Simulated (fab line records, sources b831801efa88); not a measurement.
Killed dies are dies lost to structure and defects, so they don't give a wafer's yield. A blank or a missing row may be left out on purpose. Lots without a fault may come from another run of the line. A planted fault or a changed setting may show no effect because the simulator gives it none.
fab line records | flow sky130
record lots=15 wafers=42 last_day=50
route steps=708 shown NWELL@63 VT_ADJUST_HVTR@139 SONOS_TUNNEL@160 PAD_OPEN@708
lots that met no fault: from a run of the same line without faults
start_h: hours from the record's first day to the start of the lot's first wafer shown | wait_h: hours since the lot's step before | " the same as in the row above | L1.1+2: a row that stands for several wafers | - no value, or no start given | * or withheld: withheld | < > ~ a bound
route shown NAME@n: a module of which the file shows steps, and the number in the route of the first | usual: mean/standard deviation of fault-free wafers | same: alike in all rows | chamber/n: place in a boat | sites: the reading at each site | _std_site: their standard deviation | _edge_site: outer sites' mean less inner sites' | radius_mm: how far each site lies from the wafer's centre | mask NAME#n: copy n | behind: the tool/chamber that last shaped the wafer | hold: why the lot was held/for how many hours/how that ended | device: the transistor (n, p or np) that didn't switch | end of line: the same wafers' tests at the end of the route | a step without rows: its recipe alone | killed: dies lost to structure and defects at the first sort, not the wafer's yield | map: a wafer's dies, x killed, . not, _ none there
set.NAME: the setting as run; set.NAME@STEP: as run at that earlier step | model.NAME: the simulator's own value behind a step, which no gauge read
steps of the route over a sample of lots; a table a step, a row a wafer
services: from which hour (start_h, from the record's first day; less than 0 if before it) a tool's chamber was out of use, for how many hours, and why
## steps
# step SKY_NWELL_OVL_MEAS_10
# usual NWELL_00_OVL=-0.4/1.3
# columns lot.wafer tool chamber start_h wait_h NWELL_00_OVL[nm]
L557.2 overlay-02 - 90.14 - -0.8
L557.3 " - " " -1.7
L557.4 " - " " -5.0
L558.3 overlay-01 - 98.77 - 0.0
L558.4 " - " " -0.5
L558.6 " - " " 1.5
L559.1 overlay-02 - 104.63 - 0.3
L559.4 " - " " -1.9
L559.6 " - " " -2.8
L560.1 overlay-02 - 109.61 - 1.0
L560.3 " - " " -1.1
L560.6 " - " " -0.6
L561.1 overlay-02 - 111.83 - -0.7
L561.3 " - " " -3.2
L561.5 " - " " -2.2
L562.3 overlay-01 - 119.87 - 0.7
L562.4 " - " " 1.7
L562.5 " - " " 1.2
L563.1 overlay-02 - 127.98 - -1.2
L563.2 " - " " -1.4
L563.4 " - " " -1.5
L568.3 overlay-01 - 156.79 - 0.0
L568.6 " - " " -0.6
L569.5 overlay-02 - 161.50 - 0.9
L569.6 " - " " 0.0
L570.5 overlay-01 - 165.38 - 1.2
L570.6 " - " " -0.5
L573.2 overlay-01 - 188.20 - -0.3
L573.3 " - " " -1.4
L573.5 " - " " -1.5
L576.2 overlay-02 - 202.16 - -2.6
L576.3 " - " " -1.4
L576.5 " - " " -1.4
L577.1 overlay-01 - 205.16 - -1.0
L577.3 " - " " -2.5
L577.4 " - " " -1.3
L578.1 overlay-02 - 212.14 - 0.2
L578.3 " - " " 0.6
L578.5 " - " " 0.9
L579.1 overlay-01 - 219.41 - -1.5
L579.2 " - " " -1.1
L579.6 " - " " -1.8
# step SKY_NWELL_OVL_MEAS_23
# usual NWELL_01_OVL=-0.2/1.7
# columns lot.wafer tool chamber start_h wait_h NWELL_01_OVL[nm]
L557.2 overlay-02 - 108.59 - -0.4
L557.3 " - " " 0.8
L557.4 " - " " 0.1
L558.3 overlay-01 - 118.00 - -1.1
L558.4 " - " " -1.5
L558.6 " - " " -1.1
L559.1 overlay-02 - 123.96 - -0.3
L559.4 " - " " 1.0
L559.6 " - " " 1.2
L560.1 overlay-02 - 128.63 - -0.5
L560.3 " - " " 0.6
L560.6 " - " " -1.1
L561.1 overlay-02 - 130.29 - -0.2
L561.3 " - " " 0.0
L561.5 " - " " -1.7
L562.3 overlay-02 - 138.64 - 2.4
L562.4 " - " " 0.7
L562.5 " - " " 1.7
L563.1 overlay-01 - 147.09 - -0.7
L563.2 " - " " 2.7
L563.4 " - " " 1.4
L568.3 overlay-01 - 177.54 - 0.8
L568.6 " - " " 1.1
L569.5 overlay-02 - 182.06 - 1.6
L569.6 " - " " 0.3
L570.5 overlay-02 - 186.88 - -1.3
L570.6 " - " " -1.7
L573.2 overlay-02 - 209.13 - 1.6
L573.3 " - " " -1.2
L573.5 " - " " 0.9
L576.2 overlay-01 - 224.85 - -2.2
L576.3 " - " " -1.5
L576.5 " - " " -2.2
L577.1 overlay-02 - 227.49 - -2.4
L577.3 " - " " -2.0
L577.4 " - " " -4.3
L578.1 overlay-02 - 234.58 - -0.1
L578.3 " - " " 0.4
L578.5 " - " " 1.2
L579.1 overlay-02 - 241.66 - 0.9
L579.2 " - " " -0.5
L579.6 " - " " -1.0
# step SKY_VT_ADJUST_HVTR_OVL_MEAS_08
# usual VT_ADJUST_HVTR_OVL=-0.3/1.2
# columns lot.wafer tool chamber start_h wait_h VT_ADJUST_HVTR_OVL[nm]
L557.2 overlay-01 - 208.90 0.1 0.7
L557.3 " - " " 0.8
L557.4 " - " " 2.4
L558.3 overlay-01 - 220.32 0.1 0.0
L558.4 " - " " -1.5
L558.6 " - " " 0.1
L559.1 overlay-02 - 226.91 0.1 -1.1
L559.4 " - " " 0.4
L559.6 " - " " 0.8
L560.1 overlay-02 - 234.11 0.1 -1.4
L560.3 " - " " -0.1
L560.6 " - " " -0.2
L561.1 overlay-02 - 235.06 0.1 -1.6
L561.3 " - " " -2.0
L561.5 " - " " -1.4
L562.3 overlay-01 - 244.41 0.1 0.6
L562.4 " - " " -2.3
L562.5 " - " " -3.4
L563.1 overlay-01 - 256.33 0.1 -2.1
L563.2 " - " " -0.5
L563.4 " - " " 1.1
L568.3 overlay-02 - 292.54 0.1 0.7
L568.6 " - " " -0.3
L569.5 overlay-02 - 296.52 0.0 0.7
L569.6 " - " " -1.2
L570.5 overlay-01 - 301.52 0.0 1.6
L570.6 " - " " 1.2
L573.2 overlay-02 - 330.92 0.1 1.6
L573.3 " - " " 0.6
L573.5 " - " " 0.6
L576.2 overlay-02 - 348.85 0.1 -0.6
L576.3 " - " " -1.2
L576.5 " - " " 0.0
L577.1 overlay-01 - 351.95 0.1 0.2
L577.3 " - " " -0.2
L577.4 " - " " 0.8
L578.1 overlay-02 - 360.32 0.1 0.2
L578.3 " - " " -1.4
L578.5 " - " " -1.3
L579.1 overlay-02 - 369.80 0.1 0.8
L579.2 " - " " 1.5
L579.6 " - " " -1.0
# step SKY_SONOS_TUNNEL_DEVELOP_06
# recipe resist=NOVOLAK developer=TMAH develop_time_s=60 dev_temp_c=23
# columns lot.wafer tool chamber start_h wait_h
L557.2+3+4 litho_track-02 0 254.21 0.1
L558.3+4+6 litho_track-04 0 265.63 0.1
L559.1+4+6 litho_track-04 0 280.38 0.1
L560.1+3+6 litho_track-03 0 280.41 0.1
L561.1+3+5 litho_track-03 0 282.26 0.1
L562.3+4+5 litho_track-04 0 292.83 0.1
L563.1+2+4 litho_track-04 0 305.48 0.1
L568.3+6 litho_track-04 0 344.78 0.1
L569.5+6 litho_track-04 0 348.98 0.1
L570.5+6 litho_track-04 0 355.28 0.1
L573.2+3+5 litho_track-02 0 386.91 0.1
L576.2+3+5 litho_track-02 0 404.41 0.1
L577.1+3+4 litho_track-03 0 408.16 0.1
L578.1+3+5 litho_track-03 0 418.60 0.1
L579.1+2+6 litho_track-04 0 427.78 0.1
# step SKY_SONOS_TUNNEL_CD_MEAS_07
# recipe target_cd_nm=410
# usual cd_nm=410.6/2.3
# columns lot.wafer tool chamber start_h wait_h cd_nm
L557.2 cd_sem-01 - 254.36 0.1 413.3
L557.3 " - " " 414.7
L557.4 " - " " 412.7
L558.3 cd_sem-01 - 265.77 0.1 411.7
L558.4 " - " " 410.2
L558.6 " - " " 410.1
L559.1 cd_sem-01 - 280.53 0.1 414.1
L559.4 " - " " 411.2
L559.6 " - " " 412.7
L560.1 cd_sem-02 - 280.56 0.1 416.5
L560.3 " - " " 415.6
L560.6 " - " " 414.3
L561.1 cd_sem-01 - 282.41 0.1 405.9
L561.3 " - " " 408.1
L561.5 " - " " 407.2
L562.3 cd_sem-02 - 292.97 0.1 409.9
L562.4 " - " " 409.7
L562.5 " - " " 411.2
L563.1 cd_sem-01 - 305.63 0.1 411.3
L563.2 " - " " 411.2
L563.4 " - " " 410.4
L568.3 cd_sem-02 - 344.92 0.1 409.9
L568.6 " - " " 396.0
L569.5 cd_sem-02 - 349.11 0.1 408.5
L569.6 " - " " 398.3
L570.5 cd_sem-01 - 355.41 0.1 407.5
L570.6 " - " " 399.3
L573.2 cd_sem-01 - 387.06 0.1 411.6
L573.3 " - " " 409.6
L573.5 " - " " 408.3
L576.2 cd_sem-01 - 404.56 0.1 412.7
L576.3 " - " " 412.3
L576.5 " - " " 411.8
L577.1 cd_sem-01 - 408.31 0.1 411.2
L577.3 " - " " 412.2
L577.4 " - " " 411.6
L578.1 cd_sem-01 - 418.75 0.1 411.8
L578.3 " - " " 414.0
L578.5 " - " " 412.3
L579.1 cd_sem-02 - 427.93 0.1 405.7
L579.2 " - " " 407.4
L579.6 " - " " 409.8
# step SKY_PAD_OPEN_PROBE_99
# usual killed_at_M0_to_M3=43/7.5 killed_at_M4_up=3.3/1.9 killed_at_contacts=24/4.6 killed_at_front_end=16/4.9 killed_at_other=0.2/0.46 killed_dies=87/9.1 killed_open=47/7.4 killed_short=39/6.6
# same gross_dies=492 killed_at_back_side=0
# columns lot.wafer tool chamber start_h wait_h killed_at_M0_to_M3 killed_at_M4_up killed_at_contacts killed_at_front_end killed_at_other killed_dies killed_open killed_short
L569.5 prober-01 - 1152.07 0.2 37 3 17 15 0 72 38 34
L569.6 prober-01 - 1152.12 0.2 49 5 24 12 0 90 46 44
L570.6 prober-02 - 1153.62 0.2 30 5 35 13 0 83 53 30
# killed by level:class
L569.5 VIA1:geometric_particle:open=10 CONTACT:geometric_particle:open=9 VIA1:geometric_particle:short=7 METAL1:geometric_particle:short=5 VIA3:geometric_particle:short=4 METAL3:geometric_particle:short=4 VIA3:geometric_particle:open=4 FIELD_ISO:geometric_particle:open=3
L569.6 VIA2:geometric_particle:open=9 VIA1:geometric_particle:open=8 LI_CONTACT:geometric_particle:open=8 CONTACT:geometric_particle:open=6 VIA2:geometric_particle:short=6 VIA3:geometric_particle:open=5 FIELD_ISO:geometric_particle:open=4 FIELD_ISO:geometric_particle:short=4
L570.6 CONTACT:geometric_particle:open=10 VIA2:geometric_particle:open=9 LI_CONTACT:geometric_particle:open=9 CONTACT:geometric_particle:short=8 VIA1:geometric_particle:open=6 POLY_GATE:geometric_particle:open=5 LOCAL_INTERCONNECT:geometric_particle:short=5 VIA3:geometric_particle:open=5
## services
# columns tool chamber start_h hours kind
litho_track-02 - 416.88 - consumable_replace:filter
## key
first_sign step=SKY_SONOS_TUNNEL_CD_MEAS_07 reading=cd_nm direction=down sigmas=5.5 usual=410.6 struck=397.9
effect none on later readings
met_at SKY_SONOS_TUNNEL_DEVELOP_06
struck_lots L568,L569,L570
struck_wafers L568.6,L569.6,L570.6
tester_left_out L568,L569,L570
not_acting_at SKY_NWELL_OVL_MEAS_10,SKY_NWELL_OVL_MEAS_23,SKY_VT_ADJUST_HVTR_OVL_MEAS_08
onset_between 305.48 344.78
fault kind=process_parameter_drift tool=litho_track-04 chamber=- onset_h=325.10 steps=SKY_SONOS_TUNNEL_DEVELOP_06 channel=develop_time_s offset=* shape=step end_h=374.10 scope=struck_wafers_only acts_in=* stated=*
# tester_left_out: of these lots the tester's yield and bins aren't shown, on N5 and GAA mostly nor the transistor test; their killed dies are dies lost to structure and defects alone, not to doping, threshold or leakage, so they don't give the yield
